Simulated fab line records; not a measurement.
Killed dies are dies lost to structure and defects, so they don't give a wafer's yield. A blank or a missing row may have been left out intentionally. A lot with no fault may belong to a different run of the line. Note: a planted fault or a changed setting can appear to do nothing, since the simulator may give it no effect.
Which tool was responsible?	flow sky130	24 lots, 72 wafers sampled, at 5 steps of a route of 708

## WHAT THE GAUGES READ, wafer by wafer
SKY_VIA1_THK_MEAS_01.
lot	measured	on	VIA1_HDPCVD_THK (nm)
L074	day 33 05:01	filmMetro-03	1011 1037 1016
L075	day 33 11:07	filmMetro-03	1053 1031 1010
L076	day 33 16:08	filmMetro-02	1010 1013 1017
L077	day 34 02:07	filmMetro-03	1035 1032 1033
L079	day 34 23:06	filmMetro-03	1035 1026 1046
L080	day 34 23:58	filmMetro-02	1014 1036 1026
L078	day 35 00:56	filmMetro-01	1019 1032 1017
L081	day 35 18:48	filmMetro-01	1043 1038 1034
L082	day 36 06:29	filmMetro-02	1033 1042 1036
L083	day 36 06:51	filmMetro-01	1051 1032 1056
L084	day 36 11:15	filmMetro-02	1030 1029 1038
L085	day 36 16:26	filmMetro-01	1043 1034 1031
L086	day 37 00:32	filmMetro-01	1037 1036 1049
L087	day 37 05:49	filmMetro-02	1027 1039 1021
L088	day 37 18:02	filmMetro-01	1031 1031 1023
L089	day 37 22:31	filmMetro-02	1018 1029 1037
L090	day 38 16:00	filmMetro-02	1033 1019 1014
L092	day 38 20:32	filmMetro-01	1027 1038 1023
L091	day 38 22:16	filmMetro-02	1030 1039 1039
L093	day 39 03:48	filmMetro-02	1033 1024 1024
L094	day 39 07:47	filmMetro-03	1033 1031 1036
L095	day 39 13:37	filmMetro-03	1017 1028 1020
L096	day 39 23:28	filmMetro-02	1029 1021 1018
L097	day 40 05:34	filmMetro-02	1045 1032 1033

SKY_VIA1_CD_MEAS_12 targets a cd of 150 nm.
lot	measured	on	cdNm (nm)
L074	day 34 07:54	cdSem-01	152.2 153.5 151.4
L075	day 34 14:28	cdSem-01	149.0 151.8 148.6
L076	day 34 18:37	cdSem-01	149.4 148.8 148.5
L077	day 35 05:16	cdSem-01	151.3 150.6 151.7
L079	day 36 02:13	cdSem-02	148.4 148.5 148.2
L080	day 36 03:03	cdSem-01	147.5 148.9 148.5
L078	day 36 04:31	cdSem-02	146.1 147.9 147.9
L081	day 36 21:27	cdSem-01	147.9 147.7 147.8
L082	day 37 08:49	cdSem-01	149.0 148.7 149.3
L083	day 37 10:01	cdSem-01	148.7 150.3 151.8
L084	day 37 13:28	cdSem-01	148.9 150.4 149.1
L085	day 37 18:33	cdSem-02	148.2 148.7 147.2
L086	day 38 02:48	cdSem-02	149.3 148.5 148.1
L087	day 38 09:15	cdSem-02	150.1 151.3 150.4
L088	day 38 20:13	cdSem-01	148.4 150.7 150.3
L089	day 39 00:06	cdSem-01	149.1 148.5 148.9
L090	day 39 16:56	cdSem-01	152.0 152.9 152.6
L092	day 39 21:01	cdSem-01	147.0 146.4 146.6
L091	day 39 22:42	cdSem-01	149.5 150.8 151.1
L093	day 40 05:46	cdSem-01	148.3 149.0 147.3
L094	day 40 08:58	cdSem-01	152.0 153.1 153.0
L095	day 40 14:52	cdSem-01	147.9 147.3 147.0
L096	day 41 00:13	cdSem-01	150.8 151.5 152.1
L097	day 41 06:07	cdSem-01	147.2 145.9 147.2

SKY_VIA2_CD_MEAS_12 targets a cd of 200 nm.
lot	measured	on	cdNm (nm)
L074	day 36 15:16	cdSem-02	200.9 201.5 201.2
L075	day 36 23:08	cdSem-01	200.7 200.2 200.6
L076	day 37 02:37	cdSem-01	200.0 199.4 200.8
L077	day 37 12:31	cdSem-02	200.9 199.8 199.1
L079	day 38 09:35	cdSem-02	197.8 198.9 198.9
L080	day 38 11:02	cdSem-01	199.2 200.8 200.6
L078	day 38 11:42	cdSem-01	198.8 197.8 197.8
L081	day 39 05:02	cdSem-01	199.8 200.8 199.3
L082	day 39 13:53	cdSem-01	197.7 196.4 196.7
L083	day 39 15:41	cdSem-01	201.5 201.4 201.6
L084	day 39 20:00	cdSem-01	201.2 202.5 201.3
L085	day 40 00:01	cdSem-01	201.6 199.6 200.1
L086	day 40 08:01	cdSem-01	199.2 199.9 199.8
L087	day 40 13:27	cdSem-01	199.5 197.9 198.9
L088	day 41 00:06	cdSem-01	200.7 198.8 201.7
L089	day 41 07:10	cdSem-02	200.5 201.8 200.0
L090	day 41 20:28	cdSem-02	200.3 200.9 200.2
L092	day 42 00:29	cdSem-01	197.4 198.1 197.7
L091	day 42 02:27	cdSem-02	199.0 199.6 199.7
L093	day 42 09:13	cdSem-01	198.8 199.1 199.3
L094	day 42 11:48	cdSem-02	202.5 201.9 202.2
L095	day 42 18:16	cdSem-02	197.9 197.6 198.6
L096	day 43 02:58	cdSem-01	197.0 196.9 198.8
L097	day 43 08:36	cdSem-01	199.4 197.3 196.8

## WHICH TOOL RAN EACH LOT (tool, then ch and the chambers of the sampled wafers, then the start)
lot	SKY_METAL1_SPUTTER_01	SKY_METAL1_ETCH_18
L074	pvdSputter-03, day 32 00:59	rieMetal-01 ch 1, day 33 04:08
L075	pvdSputter-01, day 32 06:21	rieMetal-02 ch 0,1, day 33 10:12
L076	pvdSputter-01, day 32 11:18	rieMetal-02 ch 0,1, day 33 15:16
L077	pvdSputter-01, day 32 21:34	rieMetal-04 ch 0,1, day 34 01:13
L079	pvdSputter-03, day 33 18:43	rieMetal-01 ch 0,1, day 34 22:14
L080	pvdSputter-01, day 33 19:05	rieMetal-04 ch 1, day 34 22:54
L078	pvdSputter-03, day 33 20:01	rieMetal-02 ch 0, day 34 23:55
L081	pvdSputter-03, day 34 14:56	rieMetal-04 ch 1, day 35 17:45
L082	pvdSputter-04, day 35 03:01	rieMetal-01 ch 0,1, day 36 05:38
L083	pvdSputter-01, day 35 03:40	rieMetal-04 ch 1, day 36 05:59
L084	pvdSputter-03, day 35 07:30	rieMetal-04 ch 0,1, day 36 10:23
L085	pvdSputter-03, day 35 12:54	rieMetal-01 ch 0,1, day 36 15:34
L086	pvdSputter-04, day 35 20:26	rieMetal-01 ch 1, day 36 23:31
L087	pvdSputter-01, day 36 03:17	rieMetal-01 ch 1, day 37 04:48
L088	pvdSputter-04, day 36 15:09	rieMetal-01 ch 0, day 37 17:10
L089	pvdSputter-03, day 36 19:31	rieMetal-04 ch 0,1, day 37 21:38
L090	pvdSputter-01, day 37 12:50	rieMetal-02 ch 0,1, day 38 15:08
L092	pvdSputter-01, day 37 17:22	rieMetal-04 ch 0,1, day 38 19:40
L091	pvdSputter-03, day 37 18:42	rieMetal-01 ch 0,1, day 38 21:25
L093	pvdSputter-04, day 38 01:20	rieMetal-04 ch 1, day 39 02:56
L094	pvdSputter-04, day 38 04:46	rieMetal-04 ch 0,1, day 39 06:53
L095	pvdSputter-04, day 38 11:57	rieMetal-02 ch 0,1, day 39 12:44
L096	pvdSputter-04, day 38 22:04	rieMetal-04 ch 0,1, day 39 22:34
L097	pvdSputter-01, day 39 03:38	rieMetal-01 ch 0,1, day 40 04:41
- SKY_METAL1_SPUTTER_01: material TiN, target thk 20 nm, time 16.7 s.
- SKY_METAL1_ETCH_18: etches BARC in N2/H2, stops on SiO2, time 45.9 s, target depth 60 nm.

## WHAT THE TOOLS THEMSELVES READ (means of the sampled wafers that have a number; where no wafer has one, the mark that the record gives instead)
SKY_METAL1_SPUTTER_01.
lot	tool	throttleValvePct (%)
L074	pvdSputter-03	30.4
L075	pvdSputter-01	29.1
L076	pvdSputter-01	28.9
L077	pvdSputter-01	29.6
L079	pvdSputter-03	30.3
L080	pvdSputter-01	29.0
L078	pvdSputter-03	29.7
L081	pvdSputter-03	30.3
L082	pvdSputter-04	29.3
L083	pvdSputter-01	29.3
L084	pvdSputter-03	30.5
L085	pvdSputter-03	30.4
L086	pvdSputter-04	29.2
L087	pvdSputter-01	29.1
L088	pvdSputter-04	29.9
L089	pvdSputter-03	29.6
L090	pvdSputter-01	29.9
L092	pvdSputter-01	29.7
L091	pvdSputter-03	30.4
L093	pvdSputter-04	29.2
L094	pvdSputter-04	29.2
L095	pvdSputter-04	29.1
L096	pvdSputter-04	29.1
L097	pvdSputter-01	29.2

SKY_METAL1_ETCH_18.
lot	tool	drypumpMotorCurrentA (A)	heBacksideLeakSccm (sccm)	oesProductAu (a.u.)	throttleValvePct (%)
L074	rieMetal-01	5.65	3.35	0.855	13.220
L075	rieMetal-02	6.12	3.53	0.857	13.219
L076	rieMetal-02	5.91	3.42	0.854	13.228
L077	rieMetal-04	6.19	3.16	0.852	13.219
L079	rieMetal-01	5.76	3.32	0.858	13.229
L080	rieMetal-04	6.30	3.09	0.854	13.227
L078	rieMetal-02	5.67	3.18	0.851	13.218
L081	rieMetal-04	6.31	3.19	0.861	13.224
L082	rieMetal-01	5.69	3.30	0.857	13.223
L083	rieMetal-04	6.33	3.04	0.856	13.220
L084	rieMetal-04	6.18	3.01	0.855	13.217
L085	rieMetal-01	5.68	3.32	0.856	13.224
L086	rieMetal-01	5.69	3.22	0.854	13.224
L087	rieMetal-01	5.65	3.37	0.851	13.232
L088	rieMetal-01	5.83	3.08	0.853	13.218
L089	rieMetal-04	6.18	3.12	0.855	13.223
L090	rieMetal-02	6.13	3.62	0.857	13.227
L092	rieMetal-04	6.03	3.12	0.855	13.218
L091	rieMetal-01	5.71	3.35	0.861	13.223
L093	rieMetal-04	6.31	3.02	0.857	13.220
L094	rieMetal-04	6.18	3.10	0.854	13.230
L095	rieMetal-02	6.14	3.46	0.852	13.224
L096	rieMetal-04	6.02	3.11	0.858	13.221
L097	rieMetal-01	5.74	3.23	0.853	13.233

## THE ANSWER, worked out from the rows above alone
Rule: what is usual is taken from the lots themselves. Put in order of their means at a reading, lots are off if they are a third of the lots or fewer, leave a main group of 4 or more, and stand apart from it by a gap of 3 or more times the standard deviation of the main group's means; of several such gaps the widest counts. If all means in a main group match to the digits the tables above print for the reading, that group is not used. A lot without any number at a reading at which 4 lots or more have one is off too. Any other lot the step has rows for is counted as sound. First the gauges in route order, then the tools' own readings, where a lot's mean is used as printed above. At the first step where some lot is off, the reading lying furthest off is the one used; lots without a number count as furthest.
None of the lots is off at any reading shown; this tells nothing.

## WHAT HAD BEEN PUT IN BY THE SIMULATOR
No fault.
